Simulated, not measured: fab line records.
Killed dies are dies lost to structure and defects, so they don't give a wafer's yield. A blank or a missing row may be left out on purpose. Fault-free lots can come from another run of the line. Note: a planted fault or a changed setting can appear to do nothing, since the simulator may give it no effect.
8D (eight disciplines) problem report, filled in by code | flow gf180mcu | the parts of the form that need people (team, actions taken, sign-off) are left out

## 1. WHAT IS WRONG
Mean HV_LDD_4_TW at GF_HV_LDD_TW_MEAS_50: 527 over 6 wafers in 2 lots; fault-free wafers: 561, standard deviation 7. That puts it -4.8 standard deviations away from the usual mean.
Seen first at day 17 15:34 on film metro-03, wafer L190.3. Wafers with a number at this step in the record: 42, from 14 lots. By rule, "out" or "out of limits" means more than 4 standard deviations away from the usual mean. The rest of the wafers with a number are treated as sound.

## 2. WHAT IT IS; WHAT IT IS NOT
question                    | is                     | is not
which readings at this step | HV_LDD_4_TW            | -
which lots                  | L190, L191             | L175, L176, L177, L178, L179, L180, L181, L182, L183, L195, L196, L197
which wafers of those lots  | all that have a number | -
read on which gauges        | film metro-03          | film metro-01, film metro-04
when                        | from day 17 15:34      | up to then (27 sound wafers); but 9 sound wafers of L195, L196, L197 came after

## 3. SUSPECTS, AND WHAT RULES EACH OUT
Counting: any tool at a process step up to the reading is kept as a suspect provided that every lot that is out went through it and no sound lot did after the first of them.
- the gauge at GF_HV_LDD_TW_MEAS_50: ruled out. All the wafers that are out were read on film metro-03, but those of them that GF_HV_LDD_IMPLANT_48 has rows for are out there too, on other tools.
- implanter-01 at GF_HV_LDD_IMPLANT_48: kept. It ran every lot that is out, first L190 (day 17 15:21), and no sound lot after that; its last sound lot up to then is L183 (day 14 20:30). Its own beam energy keV readings are out on those wafers.
Remaining after the count: implanter-01 at GF_HV_LDD_IMPLANT_48.

## 4. THE CAUSE (what the simulator had put in)
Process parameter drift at GF_HV_LDD_IMPLANT_48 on implanter-01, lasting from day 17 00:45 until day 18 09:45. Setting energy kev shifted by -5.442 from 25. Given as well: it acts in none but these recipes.
After counting, this tool was the only one left.

## 5. SEQUENCE OF EFFECTS, ordered by route
Rows list readings where the struck wafers' mean (over those with a number) sits beyond 3 standard deviations from the usual. Only readings whose record carries a usual standard deviation are examined. hours: median over the lots of the time between each lot's start at the first step of this table that gives one and its start at this step. sigmas: the change, counted in usual standard deviations.
hours | step                 | reading         | usual  | on struck wafers | change | sigmas
0     | GF_HV_LDD_IMPLANT_48 | beam energy keV | 25.001 | 19.563           | -5.438 | -99 or more
0     | GF_HV_LDD_TW_MEAS_50 | HV_LDD_4_TW     | 561    | 527              | -34    | -4.8
Process steps it contains:
- GF_HV_LDD_IMPLANT_48

## 6. WHAT WOULD HAVE CAUGHT IT SOONER
In this record the first reading out of limits at a measuring or inspecting step was taken at day 17 15:34, 15 hours after the fault began at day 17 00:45.
Tool's own readings at GF_HV_LDD_IMPLANT_48, beam energy keV: out on all struck wafers the step has rows for; an alarm limit on them would have tripped on the first.
Lots out: 2; of these, L191 started GF_HV_LDD_IMPLANT_48 on implanter-01 after day 17 15:34. A hold on the tool at that time would have spared it.
